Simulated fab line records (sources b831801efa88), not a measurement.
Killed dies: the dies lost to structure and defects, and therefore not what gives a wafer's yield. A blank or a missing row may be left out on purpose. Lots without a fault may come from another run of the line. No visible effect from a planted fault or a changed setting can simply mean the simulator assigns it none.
One fault seen from 2 desks | flow sfq_line | each desk has only its own numbers; what lay behind them comes last

## DESK OF THE TOOL OWNER: cmp-01
The tool's own readings at SFQ_TRILAYER_I7_CMP_CMP_184 (polishes SiO2): means of the sampled wafers that have a number, for each lot that ran on this tool. Any lot whose mean is over 4 standard deviations away from the usual mean is out of limits and marked OUT; that distance is given in the brackets.
Columns: A = motor_current_A at SFQ_TRILAYER_I7_CMP_CMP_184, usual 10.3 A; B = slurry_filter_dp_kPa at SFQ_TRILAYER_I7_CMP_CMP_184, usual 13.49 kPa; C = time_to_endpoint_s at SFQ_TRILAYER_I7_CMP_CMP_184, usual 216 s
lot  | first seen here | A    | B     | C
L538 | day 68 00:35    | 10.5 | 13.49 | 231
L544 | day 77 03:47    | 10.1 | 13.59 | 213
L545 | day 77 06:47    | 10.1 | 13.44 | 204
L547 | day 77 16:26    | 10.6 | 13.50 | 208
L549 | day 77 22:14    | 9.1  | 13.44 | 230
L554 | day 82 21:23    | 10.1 | 13.59 | 209
L556 | day 88 14:58    | 9.8  | 13.74 | 213
L557 | day 89 13:46    | 9.9  | 13.54 | 221
L558 | day 92 07:29    | 10.4 | 13.47 | 218
L560 | day 92 11:05    | 10.0 | 13.51 | 211
L561 | day 92 14:41    | 10.3 | 13.48 | 217
This desk found nothing out of limits on any of the 11 lots.

## FROM THE METROLOGY DESK
What the gauges read, lot by lot, whatever tool the lot ran on: means of the sampled wafers that have a number. Any lot whose mean is over 4 standard deviations away from the usual mean is out of limits and marked OUT; that distance is given in the brackets.
Columns: A = I6_OVL at SFQ_I6_OVL_MEAS_942, usual 1 nm; B = M7_OVL at SFQ_M7_OVL_MEAS_945, usual 1 nm; C = I7_BOW at SFQ_I7_BOW_MEAS_946, usual 7 um
lot  | first seen here | A  | B  | C
L538 | day 67 05:48    | 12 | -4 | 6
L539 | day 68 21:26    | -9 | 3  | -4
L543 | day 76 17:20    | 3  | 9  | 11
L544 | day 76 22:08    | 2  | 1  | 12
L545 | day 77 00:32    | 6  | -1 | 18
L547 | day 77 11:20    | -3 | -6 | -2
L549 | day 77 14:58    | 3  | 1  | 19
L554 | day 82 16:07    | 2  | -2 | 7
L555 | day 88 06:59    | 3  | -2 | 10
L556 | day 88 08:11    | 0  | 4  | 41
L557 | day 89 05:05    | -3 | 9  | -1
L558 | day 89 08:41    | 4  | -1 | 16
L559 | day 89 12:18    | 3  | 3  | -1
L560 | day 89 15:06    | -2 | 4  | -4
L561 | day 89 18:42    | 3  | 6  | 0
This desk found nothing out of limits on any of the 15 lots.

## PUT TOGETHER
Nothing out of limits was seen by the tool owner's desk.
From the metrology desk's view, nothing was out of limits.

## WHAT THE SIMULATOR HAD INSERTED
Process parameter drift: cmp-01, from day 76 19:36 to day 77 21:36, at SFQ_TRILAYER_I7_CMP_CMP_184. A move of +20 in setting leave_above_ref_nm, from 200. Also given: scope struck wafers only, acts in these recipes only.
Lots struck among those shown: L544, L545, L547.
